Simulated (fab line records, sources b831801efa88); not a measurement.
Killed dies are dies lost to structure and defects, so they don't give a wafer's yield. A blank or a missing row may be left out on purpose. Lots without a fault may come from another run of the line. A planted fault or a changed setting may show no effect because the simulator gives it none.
A struck lot beside a sound one | flow sky130 | 22 steps out of a route of 708
Sound: wafers L622.1, L622.3, L622.5. Struck: wafers L616.2, L616.3, L616.5. The cause comes at the end.
At each step with rows: each side's tool, then ch and its chambers, then its first start. Under that, the readings that differ: sound wafers | struck wafers | difference of the means | sigmas: that difference in standard deviations of wafers without a fault.
alike: readings whose means differ by less than 2 such deviations, and words and numbers that are the same on both sides. not compared: withheld readings, readings that some wafer has no value for, bounds like >300 that may hide the same value, and numbers for which the record gives no deviation and whose values overlap.
The two part at a step that has a row with sigmas, a row that says differs or no value, or rows on one side only. Numbers that don't overlap but have no deviation are shown without sigmas and don't part them. A reading that every wafer of one side lacks parts them only if that side has two wafers or more.

first, 4 steps without rows for these wafers: SKY_METAL5_SOFTBAKE_10 (time 60 s); SKY_METAL5_EXPOSE_11 (exposes mask MM5, target cd 1600 nm); SKY_METAL5_PEB_12; SKY_METAL5_DEVELOP_13 (develop time 60 s).
SKY_METAL5_DESCUM_14: chemistry O2, time 11 s.
  sound on rie_metal-01 ch 0,1, day 49 06:43; struck on rie_metal-03 ch 0,1, day 48 10:17
  alike: drypump_motor_current_A, oes_product_au
  not compared: rf_hours_counter_h
SKY_METAL5_METAL_ETCH_15: etches the open film in Cl2/BCl3, stops on SiO2, target depth 1260 nm, time 252 s.
  sound on rie_metal-01 ch 0,1, day 49 06:45; struck on rie_metal-03 ch 0,1, day 48 10:20
  alike: bias_w, drypump_motor_current_A, oes_product_au, throttle_valve_pct
  not compared: rf_hours_counter_h
SKY_METAL5_STRIP_16: strips in O2/N2.
  sound on plasma_asher-04 ch 0,1, day 49 06:59; struck on plasma_asher-04 ch 1, day 48 10:34
  alike: drypump_motor_current_A, oes_product_au, strip_time_to_endpoint_s
  not compared: rf_hours_counter_h
then, 3 steps without rows for these wafers: SKY_METAL5_STRIP_17 (strips in post etch residue remover, time 1200 s); SKY_METAL5_CLEAN_18 (cleans in IPA, time 180 s); SKY_METAL5_CLEAN_19 (cleans in O3/DIW).
SKY_PASSIVATION_CVD_00: deposits SiO2, target thk 90 nm.
  sound on pecvd-02 ch 0,1,2, day 49 07:34; struck on pecvd-01 ch 0,1,2, day 48 11:10
  alike: heater_power_outer_w, heater_power_w
SKY_PASSIVATION_THK_MEAS_01:
  sound on film_metro-03, day 49 07:35; struck on film_metro-02, day 48 11:11
  alike: PASSIVATION_CVD_00_THK
SKY_PASSIVATION_CVD_02: deposits Si3N4, target thk 540 nm.
  sound on pecvd-01 ch 0,1,2, day 49 07:39; struck on pecvd-02 ch 1,2, day 48 11:14
  no value came back on the struck wafers for heater_power_outer_w (W), heater_power_w (W); on the sound wafers heater_power_outer_w (W) reads 380 517 479
then, 7 steps without rows for these wafers: SKY_PASSIVATION_DEHYDRATE_04 (time 60 s); SKY_PASSIVATION_HMDS_05 (prime time 60 s); SKY_PASSIVATION_COAT_06 (resist thk 3049 nm); SKY_PASSIVATION_SOFTBAKE_07; SKY_PASSIVATION_EXPOSE_08 (exposes mask NSM, target cd 3000 nm); SKY_PASSIVATION_PEB_09; SKY_PASSIVATION_DEVELOP_10 (develop time 60 s).
SKY_PASSIVATION_ETCH_11: etches the open film in CF4/O2, stops on AlCu, target depth 725 nm, time 161.1 s.
  sound on rie_diel-02 ch 0,2,3, day 50 00:40; struck on rie_diel-02 ch 1,2, day 49 05:51
  reading                                 | sound             | struck            | difference | sigmas
  throttle_valve_pct (%)                  | 5.966 5.961 5.955 | 5.987 5.984 5.972 | +0.020     | +2
  model.PASSIVATION.feature_depth_nm (nm) | 698 704.5 712.8   | 723.5 723.9 724.5 | +18.9      |
  model.etch.depth_nm (nm)                | 698 704.5 712.8   | 723.5 723.9 724.5 | +18.9      |
  alike: bias_w, drypump_motor_current_A, oes_product_au
  not compared: rf_hours_counter_h
SKY_PASSIVATION_STRIP_12: strips in O2/N2.
  sound on plasma_asher-01 ch 0,1, day 50 00:46; struck on plasma_asher-03 ch 0,1, day 49 05:57
  alike: drypump_motor_current_A, oes_product_au, strip_time_to_endpoint_s
  not compared: rf_hours_counter_h

WHERE THEY PART
First at SKY_PASSIVATION_CVD_02; last, within this record, at SKY_PASSIVATION_ETCH_11. Later steps at which nothing parts them and some readings are alike: SKY_PASSIVATION_STRIP_12.

WHY: what the simulator had put in
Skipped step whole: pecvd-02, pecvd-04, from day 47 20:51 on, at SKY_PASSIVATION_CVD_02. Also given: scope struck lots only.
